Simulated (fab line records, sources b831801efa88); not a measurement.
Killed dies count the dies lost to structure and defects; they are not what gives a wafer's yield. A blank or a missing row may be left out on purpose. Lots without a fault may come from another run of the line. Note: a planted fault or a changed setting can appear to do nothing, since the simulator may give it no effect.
fab line records | flow sfqLine
record lots=14 | wafers=42 | lastDay=93
route steps=325 shown M3@119 I3@133 I4@163
lots that met no fault: from a run of the same line without faults
startH: hours from the record's opening day to when the first of the lot's shown wafers began | waitH: time in hours since the lot's previous step | " same as the row above | L1.1+2: a row that stands for several wafers | - no value, or no start given | * or withheld: withheld | < > ~ a bound
route shown NAME@n: NAME is a module with steps in the file, n the number in the route of the first one | usual: average and standard deviation across the fault-free wafers | same: alike in all rows | chamber/n: place in a boat | sites: per-site readings | _std_site: how widely they spread, as a standard deviation | _edge_site: inner sites' mean taken away from outer sites' mean | radiusMm: for every site, how far away it sits from the centre of the wafer | mask NAME#n: copy n | behind: the most recent tool/chamber to have shaped the wafer | hold: what put the lot on hold/how long, in hours/how the hold closed | device: names the non-switching transistor (n, p or np) | end of line: the same wafers' tests at the end of the route | where a step has no rows: the recipe by itself | killed: count of dies lost to structure and defects at first sort (not the wafer's yield) | map: shows each die of a wafer: x if killed, . if not, _ if none is there
set.NAME: the run value of the setting; set.NAME@STEP: its run value at that earlier step | model.NAME: the simulator's own value behind a step, which no gauge read
a sample of lots followed through the steps of the route, with each step as a table and each wafer as a row
services: the hour from which a tool's chamber was out of use, counted from the record's first day as startH (under 0 if before that day), plus the number of hours and why
## steps
# step SFQ_TRILAYER_M3_DEP_SPUTTER_073
# recipe material=Nb | basePressurePa=1.33e-06 | chamberPressurePa=0.1333 | substrateTempC=20 | resputterCathodeVoltageV=400 | targetThkNm=200 | powerW=2000 | timeS=133.3
# usual throttleValvePct=29.8/0.79
lot.wafer | tool          | chamber | startH  | waitH | throttleValvePct
L848.1    | pvdSputter-05 | -       | 687.03  | 0.0   | 29.2
L848.3    | "             | -       | "       | "     | 30.3
L848.4    | "             | -       | "       | "     | 29.9
L849.2    | pvdSputter-06 | -       | 816.36  | 0.0   | 28.0
L849.3    | "             | -       | "       | "     | 29.7
L849.6    | "             | -       | "       | "     | 31.0
L852.1    | pvdSputter-06 | -       | 844.87  | 0.0   | 29.6
L852.3    | "             | -       | "       | "     | 29.8
L852.4    | "             | -       | "       | "     | 28.4
L853.1    | pvdSputter-05 | -       | 873.22  | 0.0   | 29.5
L853.3    | "             | -       | "       | "     | 30.5
L853.4    | "             | -       | "       | "     | 30.1
L855.1    | pvdSputter-03 | -       | 1023.61 | 0.0   | 29.3
L855.4    | "             | -       | "       | "     | 28.4
L855.5    | "             | -       | "       | "     | 28.3
L856.2    | pvdSputter-06 | -       | 1033.99 | 0.0   | 30.0
L856.3    | "             | -       | "       | "     | 29.4
L856.4    | "             | -       | "       | "     | 30.6
L857.2    | pvdSputter-03 | -       | 1039.18 | 0.0   | 30.6
L857.3    | "             | -       | "       | "     | 28.3
L857.5    | "             | -       | "       | "     | 29.2
L858.3    | pvdSputter-06 | -       | 1040.98 | 0.0   | 29.5
L858.4    | "             | -       | "       | "     | 30.2
L858.5    | "             | -       | "       | "     | 28.4
L860.1    | pvdSputter-06 | -       | 1048.61 | 0.0   | 28.5
L860.2    | "             | -       | "       | "     | 30.8
L860.4    | "             | -       | "       | "     | 29.7
L865.2    | pvdSputter-06 | -       | 1067.68 | 0.0   | 28.2
L865.3    | "             | -       | "       | "     | 29.4
L865.4    | "             | -       | "       | "     | 29.8
L867.2    | pvdSputter-03 | -       | 1071.28 | 0.0   | 28.3
L867.4    | "             | -       | "       | "     | 30.1
L867.5    | "             | -       | "       | "     | 30.4
L868.1    | pvdSputter-06 | -       | 1074.46 | 0.0   | 28.3
L868.2    | "             | -       | "       | "     | 29.8
L868.3    | "             | -       | "       | "     | 30.8
L869.1    | pvdSputter-05 | -       | 1076.08 | 0.0   | 30.9
L869.3    | "             | -       | "       | "     | 29.5
L869.6    | "             | -       | "       | "     | 29.9
L870.1    | pvdSputter-03 | -       | 1077.88 | 0.0   | 28.4
L870.3    | "             | -       | "       | "     | 30.1
L870.4    | "             | -       | "       | "     | 30.3
# step SFQ_M3_RS_MEAS_919
# recipe thkMeasGauge=four-point-probe | reads=Nb_of_TRILAYER_M3_DEP_SPUTTER_073
# usual M3_NB_RS=0.891/0.0077
lot.wafer | tool         | chamber | startH  | waitH | M3_NB_RS[ohm/sq]
L848.1    | filmMetro-03 | -       | 687.13  | 0.0   | 0.889
L848.3    | "            | -       | "       | "     | 0.889
L848.4    | "            | -       | "       | "     | 0.886
L849.2    | filmMetro-03 | -       | 816.47  | 0.1   | 0.884
L849.3    | "            | -       | "       | "     | 0.883
L849.6    | "            | -       | "       | "     | 0.881
L852.1    | filmMetro-01 | -       | 844.96  | 0.0   | 0.890
L852.3    | "            | -       | "       | "     | 0.877
L852.4    | "            | -       | "       | "     | 0.878
L853.1    | filmMetro-01 | -       | 873.31  | 0.0   | 0.890
L853.3    | "            | -       | "       | "     | 0.882
L853.4    | "            | -       | "       | "     | 0.880
L855.1    | filmMetro-04 | -       | 1023.70 | 0.0   | 0.890
L855.4    | "            | -       | "       | "     | 0.888
L855.5    | "            | -       | "       | "     | 0.887
L856.2    | filmMetro-01 | -       | 1034.10 | 0.1   | 0.882
L856.3    | "            | -       | "       | "     | 0.889
L856.4    | "            | -       | "       | "     | 0.886
L857.2    | filmMetro-03 | -       | 1039.29 | 0.1   | 0.896
L857.3    | "            | -       | "       | "     | 0.901
L857.5    | "            | -       | "       | "     | 0.888
L858.3    | filmMetro-01 | -       | 1041.11 | 0.1   | 0.890
L858.4    | "            | -       | "       | "     | 0.874
L858.5    | "            | -       | "       | "     | 0.883
L860.1    | filmMetro-01 | -       | 1048.70 | 0.0   | 0.890
L860.2    | "            | -       | "       | "     | 0.884
L860.4    | "            | -       | "       | "     | 0.877
L865.2    | filmMetro-04 | -       | 1067.79 | 0.1   | 0.895
L865.3    | "            | -       | "       | "     | 0.897
L865.4    | "            | -       | "       | "     | 0.950
L867.2    | filmMetro-04 | -       | 1071.39 | 0.1   | 0.902
L867.4    | "            | -       | "       | "     | 0.912
L867.5    | "            | -       | "       | "     | 0.911
L868.1    | filmMetro-01 | -       | 1074.55 | 0.0   | 0.949
L868.2    | "            | -       | "       | "     | 0.885
L868.3    | "            | -       | "       | "     | 0.894
L869.1    | filmMetro-03 | -       | 1076.17 | 0.0   | 0.883
L869.3    | "            | -       | "       | "     | 0.897
L869.6    | "            | -       | "       | "     | 0.888
L870.1    | filmMetro-01 | -       | 1077.97 | 0.0   | 0.899
L870.3    | "            | -       | "       | "     | 0.908
L870.4    | "            | -       | "       | "     | 0.906
# step SFQ_TRILAYER_M3_ETCH_METAL_ETCH_078
# recipe target=Nb | stopOn=SiO2 | maskMaterial=PR | chemistry=Cl2/Ar | targetDepthNm=240 | icpW=600 | biasW=80 | pressureMtorr=10 | timeS=120
# usual drypumpMotorCurrentA=5.90/0.27 | oesProductAu=0.893/0.0061
lot.wafer | tool        | chamber | startH  | waitH | drypumpMotorCurrentA | oesProductAu | rfHoursCounterH
L848.1    | rieMetal-01 | 1       | 826.16  | 0.0   | 5.92                 | 0.899        | 35
L848.3    | "           | 1       | "       | "     | 5.93                 | 0.897        | -
L848.4    | "           | 0       | "       | "     | 5.76                 | 0.901        | -
L849.2    | rieMetal-01 | 1       | 953.73  | 0.0   | 5.93                 | 0.896        | 47
L849.3    | "           | 1       | "       | "     | 5.93                 | 0.901        | -
L849.6    | "           | 0       | "       | "     | 5.76                 | 0.895        | -
L852.1    | rieMetal-04 | 1       | 980.23  | 0.0   | 6.24                 | 0.886        | 29
L852.3    | "           | 1       | "       | "     | 6.23                 | 0.902        | -
L852.4    | "           | 0       | "       | "     | 5.63                 | 0.907        | -
L853.1    | rieMetal-03 | 1       | 981.43  | 0.0   | 6.30                 | 0.894        | 125
L853.3    | "           | 1       | "       | "     | 6.29                 | 0.896        | -
L853.4    | "           | 0       | "       | "     | 5.42                 | 0.901        | -
L855.1    | rieMetal-03 | 0       | 1026.48 | 0.0   | 5.44                 | 0.893        | 32
L855.4    | "           | 1       | "       | "     | 6.29                 | 0.892        | -
L855.5    | "           | 0       | "       | "     | 5.43                 | 0.892        | -
L856.2    | rieMetal-04 | 0       | 1044.11 | 0.0   | 5.65                 | 0.895        | 79
L856.3    | "           | 1       | "       | "     | 6.29                 | 0.894        | -
L856.4    | "           | 0       | "       | "     | 5.70                 | 0.897        | -
L857.2    | rieMetal-01 | 1       | 1166.10 | 0.0   | 5.93                 | 0.888        | 83
L857.3    | "           | 1       | "       | "     | 5.93                 | 0.889        | -
L857.5    | "           | 1       | "       | "     | 5.93                 | 0.906        | -
L858.3    | rieMetal-03 | 1       | 1167.44 | 0.1   | 6.28                 | 0.898        | -
L858.4    | "           | 1       | "       | "     | 6.26                 | 0.903        | -
L858.5    | "           | 1       | "       | "     | 6.28                 | 0.897        | -
L860.1    | rieMetal-01 | 0       | 1176.90 | 0.0   | 5.78                 | 0.895        | 14
L860.2    | "           | 1       | "       | "     | 5.93                 | 0.898        | 84
L860.4    | "           | 0       | "       | "     | 5.76                 | 0.902        | -
L865.2    | rieMetal-01 | 0       | 1192.09 | 0.0   | 5.75                 | 0.895        | 16
L865.3    | "           | 1       | "       | "     | 5.93                 | 0.895        | -
L865.4    | "           | 0       | "       | "     | 5.75                 | 0.862        | -
L867.2    | rieMetal-01 | 0       | 1194.49 | 0.0   | 5.75                 | 0.888        | 17
L867.4    | "           | 1       | "       | "     | 5.93                 | 0.872        | -
L867.5    | "           | 0       | "       | "     | 5.72                 | 0.882        | -
L868.1    | rieMetal-01 | 1       | 1196.89 | 0.0   | 5.93                 | 0.864        | 87
L868.2    | "           | 0       | "       | "     | 5.79                 | 0.899        | 17
L868.3    | "           | 0       | "       | "     | 5.74                 | 0.892        | -
L869.1    | rieMetal-04 | 0       | 1198.11 | 0.1   | 5.69                 | 0.894        | 95
L869.3    | "           | 1       | "       | "     | 6.24                 | 0.899        | -
L869.6    | "           | 1       | "       | "     | 6.27                 | 0.897        | -
L870.1    | rieMetal-01 | 0       | 1199.29 | 0.0   | 5.72                 | 0.889        | 18
L870.3    | "           | 1       | "       | "     | 5.94                 | 0.880        | -
L870.4    | "           | 0       | "       | "     | 5.80                 | 0.886        | -
# step SFQ_TRILAYER_I3_DEP_PECVD_081
# recipe material=SiO2 | tempC=150 | timeS=111.11 | pressureTorr=2.4 | rfW=183.3 | precursor=SiH4/N2O | targetThkNm=500
# usual heaterPowerW=86/11 | showerheadVppV=822/41 | throttleValvePct=24.5/1.4
lot.wafer | tool     | chamber | startH  | waitH | heaterPowerW | showerheadVppV | throttleValvePct
L848.1    | pecvd-01 | 0       | 827.06  | 0.0   | 94           | 834            | 26.3
L848.3    | "        | 1       | "       | "     | 101          | 788            | 24.0
L848.4    | "        | 1       | "       | "     | 83           | 777            | 24.0
L849.2    | pecvd-03 | 0       | 954.63  | 0.0   | 102          | 850            | 26.4
L849.3    | "        | 2       | "       | "     | 85           | 744            | 24.0
L849.6    | "        | 2       | "       | "     | 87           | 757            | 24.1
L852.1    | pecvd-01 | 1       | 981.13  | 0.0   | 99           | 781            | 22.1
L852.3    | "        | 2       | "       | "     | 83           | 845            | 22.1
L852.4    | "        | 2       | "       | "     | 86           | 848            | 22.1
L853.1    | pecvd-02 | 0       | 982.33  | 0.0   | 101          | 895            | 25.5
L853.3    | "        | 2       | "       | "     | 67           | 844            | 24.2
L853.4    | "        | 1       | "       | "     | 66           | 755            | 26.2
L855.1    | pecvd-03 | 2       | 1027.40 | 0.0   | 82           | 770            | 23.7
L855.4    | "        | 0       | "       | "     | 107          | 843            | 26.1
L855.5    | "        | 2       | "       | "     | 86           | 770            | 23.6
L856.2    | pecvd-03 | 2       | 1045.01 | 0.0   | 74           | 770            | 23.8
L856.3    | "        | 1       | "       | "     | 80           | 838            | 24.8
L856.4    | "        | 0       | "       | "     | 101          | 857            | 26.4
L857.2    | pecvd-02 | 1       | 1167.00 | 0.0   | 68           | 755            | 26.9
L857.3    | "        | 2       | "       | "     | 70           | 845            | 24.8
L857.5    | "        | 1       | "       | "     | 70           | 755            | 26.8
L858.3    | pecvd-03 | 1       | 1168.98 | 0.0   | 75           | 853            | 24.7
L858.4    | "        | 0       | "       | "     | 102          | 855            | 26.4
L858.5    | "        | 2       | "       | "     | 71           | 757            | 24.1
L860.1    | pecvd-03 | 0       | 1177.80 | 0.0   | 103          | 846            | 26.0
L860.2    | "        | 2       | "       | "     | 76           | 753            | 23.6
L860.4    | "        | 1       | "       | "     | 88           | 825            | 24.9
L865.2    | pecvd-01 | 2       | 1192.99 | 0.0   | 77           | 849            | 22.6
L865.3    | "        | 0       | "       | "     | 80           | 843            | 22.9
L865.4    | "        | 2       | "       | "     | 79           | 849            | 22.4
L867.2    | pecvd-01 | 0       | 1195.39 | 0.0   | 89           | 847            | 23.2
L867.4    | "        | 0       | "       | "     | 87           | 825            | 22.9
L867.5    | "        | 1       | "       | "     | 94           | 783            | 22.4
L868.1    | pecvd-03 | 1       | 1197.79 | 0.0   | 76           | 849            | 24.7
L868.2    | "        | 0       | "       | "     | 100          | 856            | 26.4
L868.3    | "        | 2       | "       | "     | 86           | 766            | 24.1
L869.1    | pecvd-01 | 2       | 1199.27 | 0.0   | 84           | 819            | 22.6
L869.3    | "        | 0       | "       | "     | 80           | 842            | 23.0
L869.6    | "        | 0       | "       | "     | 81           | 845            | 23.0
L870.1    | pecvd-02 | 0       | 1200.19 | 0.0   | 106          | 886            | 26.4
L870.3    | "        | 2       | "       | "     | 72           | 852            | 24.6
L870.4    | "        | 2       | "       | "     | 76           | 855            | 24.6
# step SFQ_TRILAYER_I4_DEP_PECVD_099
# recipe material=SiO2 | tempC=150 | timeS=111.11 | pressureTorr=2.4 | rfW=183.3 | precursor=SiH4/N2O | targetThkNm=500
# usual heaterPowerW=82/13 | showerheadVppV=851/51 | throttleValvePct=25.1/1.2
lot.wafer | tool     | chamber | startH  | waitH | heaterPowerW | showerheadVppV | throttleValvePct
L848.1    | pecvd-02 | 0       | 976.23  | 0.0   | 104          | 890            | 26.0
L848.3    | "        | 2       | "       | "     | 70           | 845            | 24.1
L848.4    | "        | 2       | "       | "     | 71           | 855            | 24.4
L849.2    | pecvd-02 | 0       | 1102.37 | 0.0   | 111          | 891            | 26.2
L849.3    | "        | 2       | "       | "     | 74           | 851            | 24.8
L849.6    | "        | 0       | "       | "     | 98           | 882            | 26.3
L852.1    | pecvd-04 | 2       | 1124.39 | 0.0   | 72           | 909            | 25.2
L852.3    | "        | 1       | "       | "     | 83           | 878            | 23.7
L852.4    | "        | 2       | "       | "     | 74           | 897            | 25.4
L853.1    | pecvd-02 | 0       | 1126.79 | 0.0   | 96           | 883            | 26.2
L853.3    | "        | 1       | "       | "     | 59           | 765            | 26.8
L853.4    | "        | 2       | "       | "     | 76           | 854            | 24.4
L855.1    | pecvd-03 | 1       | 1295.37 | 0.0   | 88           | 843            | 24.7
L855.4    | "        | 1       | "       | "     | 90           | 828            | 24.9
L855.5    | "        | 2       | "       | "     | 79           | 754            | 23.8
L856.2    | pecvd-04 | 0       | 1301.37 | 0.0   | 90           | 897            | 24.4
L856.3    | "        | 2       | "       | "     | 68           | 900            | 25.7
L856.4    | "        | 1       | "       | "     | 74           | 872            | 24.2
L857.2    | pecvd-02 | 1       | 1308.57 | 0.0   | 63           | 761            | 26.8
L857.3    | "        | 0       | "       | "     | 102          | 891            | 26.7
L857.5    | "        | 0       | "       | "     | 105          | 883            | 26.5
L858.3    | pecvd-04 | 2       | 1310.97 | 0.0   | 74           | 883            | 25.4
L858.4    | "        | 2       | "       | "     | 60           | 901            | 25.6
L858.5    | "        | 1       | "       | "     | 67           | 854            | 24.2
L860.1    | pecvd-04 | 2       | 1317.32 | 0.0   | 67           | 893            | 25.7
L860.2    | "        | 1       | "       | "     | 80           | 874            | 24.3
L860.4    | "        | 1       | "       | "     | 67           | 865            | 24.1
L865.2    | pecvd-04 | 2       | 1438.13 | 0.0   | 70           | 891            | 26.0
L865.3    | "        | 0       | "       | "     | 94           | 893            | 24.6
L865.4    | "        | 2       | "       | "     | 72           | 900            | 26.2
L867.2    | pecvd-02 | 1       | 1443.05 | 0.0   | 57           | 765            | 26.8
L867.4    | "        | 2       | "       | "     | 70           | 856            | 24.8
L867.5    | "        | 1       | "       | "     | 61           | 766            | 26.8
L868.1    | pecvd-04 | 0       | 1444.25 | 0.0   | 91           | 899            | 24.7
L868.2    | "        | 2       | "       | "     | 75           | 903            | 26.0
L868.3    | "        | 1       | "       | "     | 81           | 867            | 24.5
L869.1    | pecvd-03 | 2       | 1446.65 | 0.0   | 84           | 750            | 23.0
L869.3    | "        | 0       | "       | "     | 100          | 842            | 23.7
L869.6    | "        | 1       | "       | "     | 85           | 843            | 22.2
L870.1    | pecvd-02 | 2       | 1450.25 | 0.0   | 76           | 860            | 24.7
L870.3    | "        | 1       | "       | "     | 57           | 765            | 26.9
L870.4    | "        | 2       | "       | "     | 63           | 850            | 24.4
# step SFQ_I4_BOW_MEAS_927
# recipe mode=bow
# usual I4_BOW=4/10
lot.wafer | tool         | chamber | startH  | waitH | I4_BOW[um]
L848.1    | filmMetro-02 | -       | 979.31  | 1.0   | -3
L848.3    | "            | -       | "       | "     | 8
L848.4    | "            | -       | "       | "     | 5
L849.2    | filmMetro-04 | -       | 1105.50 | 2.5   | 18
L849.3    | "            | -       | "       | "     | 8
L849.6    | "            | -       | "       | "     | -6
L852.1    | filmMetro-03 | -       | 1127.53 | 2.0   | -13
L852.3    | "            | -       | "       | "     | -8
L852.4    | "            | -       | "       | "     | -2
L853.1    | filmMetro-04 | -       | 1132.48 | 2.0   | 11
L853.3    | "            | -       | "       | "     | 4
L853.4    | "            | -       | "       | "     | -3
L855.1    | filmMetro-02 | -       | 1310.95 | 1.5   | -1
L855.4    | "            | -       | "       | "     | 9
L855.5    | "            | -       | "       | "     | 13
L856.2    | filmMetro-04 | -       | 1316.97 | 1.0   | 0
L856.3    | "            | -       | "       | "     | 9
L856.4    | "            | -       | "       | "     | 7
L857.2    | filmMetro-02 | -       | 1322.97 | 2.0   | 17
L857.3    | "            | -       | "       | "     | 16
L857.5    | "            | -       | "       | "     | 15
L858.3    | filmMetro-04 | -       | 1325.99 | 1.5   | 23
L858.4    | "            | -       | "       | "     | 17
L858.5    | "            | -       | "       | "     | 43
L860.1    | filmMetro-02 | -       | 1332.37 | 1.5   | 8
L860.2    | "            | -       | "       | "     | 4
L860.4    | "            | -       | "       | "     | 2
L865.2    | filmMetro-03 | -       | 1441.82 | 1.5   | -6
L865.3    | "            | -       | "       | "     | -7
L865.4    | "            | -       | "       | "     | -15
L867.2    | filmMetro-03 | -       | 1447.82 | 2.0   | 13
L867.4    | "            | -       | "       | "     | 25
L867.5    | "            | -       | "       | "     | 7
L868.1    | filmMetro-04 | -       | 1449.20 | 2.0   | 5
L868.2    | "            | -       | "       | "     | 13
L868.3    | "            | -       | "       | "     | 11
L869.1    | filmMetro-02 | -       | 1455.20 | 1.5   | -6
L869.3    | "            | -       | "       | "     | -2
L869.6    | "            | -       | "       | "     | 1
L870.1    | filmMetro-03 | -       | 1458.20 | 2.0   | 7
L870.3    | "            | -       | "       | "     | 14
L870.4    | "            | -       | "       | "     | 7
## services
tool          | chamber | startH  | hours | kind
pecvd-02      | -       | 674.53  | 1.2   | repair
rieMetal-01   | -       | 768.65  | 0.5   | repair
pecvd-03      | 0       | 839.21  | 4.6   | repair
pecvd-02      | -       | 870.55  | 5.8   | repair
pvdSputter-06 | -       | 886.44  | 18.0  | repair
pvdSputter-06 | -       | 919.36  | 6.7   | repair
pvdSputter-06 | -       | 934.53  | 1.3   | repair
pecvd-02      | 1       | 1098.30 | 12.6  | repair
pecvd-03      | 2       | 1118.85 | 4.0   | repair
pecvd-02      | 0       | 1128.63 | 22.1  | repair
pvdSputter-06 | -       | 1158.41 | 4.6   | repair
pecvd-02      | -       | 1173.28 | 26.5  | repair
pecvd-02      | 0       | 1176.37 | 4.9   | repair
rieMetal-01   | 0       | 1231.91 | 13.3  | repair
pecvd-02      | -       | 1282.15 | 1.0   | repair
rieMetal-01   | -       | 1298.53 | 28.1  | pm
pecvd-02      | 2       | 1300.57 | 25.9  | repair
pecvd-03      | -       | 1316.75 | 14.0  | pm
pecvd-03      | 1       | 1344.62 | 4.3   | repair
rieMetal-01   | 1       | 1371.31 | 12.1  | repair
pecvd-03      | 1       | 1381.59 | 13.6  | repair
pecvd-03      | -       | 1391.56 | 0.6   | repair
pecvd-02      | -       | 1399.44 | 1.4   | repair
rieMetal-01   | 0       | 1428.09 | 14.7  | repair
## key
firstSign step=SFQ_M3_RS_MEAS_919 | reading=M3_NB_RS | direction=up | sigmas=7.7 | usual=0.891 | struck=0.950
effect step=SFQ_TRILAYER_M3_ETCH_METAL_ETCH_078 | reading=oesProductAu | direction=down | sigmas=4.9 | usual=0.893 | struck=0.863
metAt SFQ_TRILAYER_M3_DEP_SPUTTER_073
struckLots L865,L868
struckWafers L865.4,L868.1
notActingAt SFQ_TRILAYER_I3_DEP_PECVD_081,SFQ_TRILAYER_I4_DEP_PECVD_099,SFQ_I4_BOW_MEAS_927
onsetBetween 1048.61 1067.68
fault kind=processParameterDrift | tool=pvdSputter-06 | chamber=- | onsetH=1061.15 | steps=SFQ_TRILAYER_M3_DEP_SPUTTER_073 | channel=timeS | offset=* | shape=step | endH=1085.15 | scope=struckWafersOnly | actsIn=* | stated=*
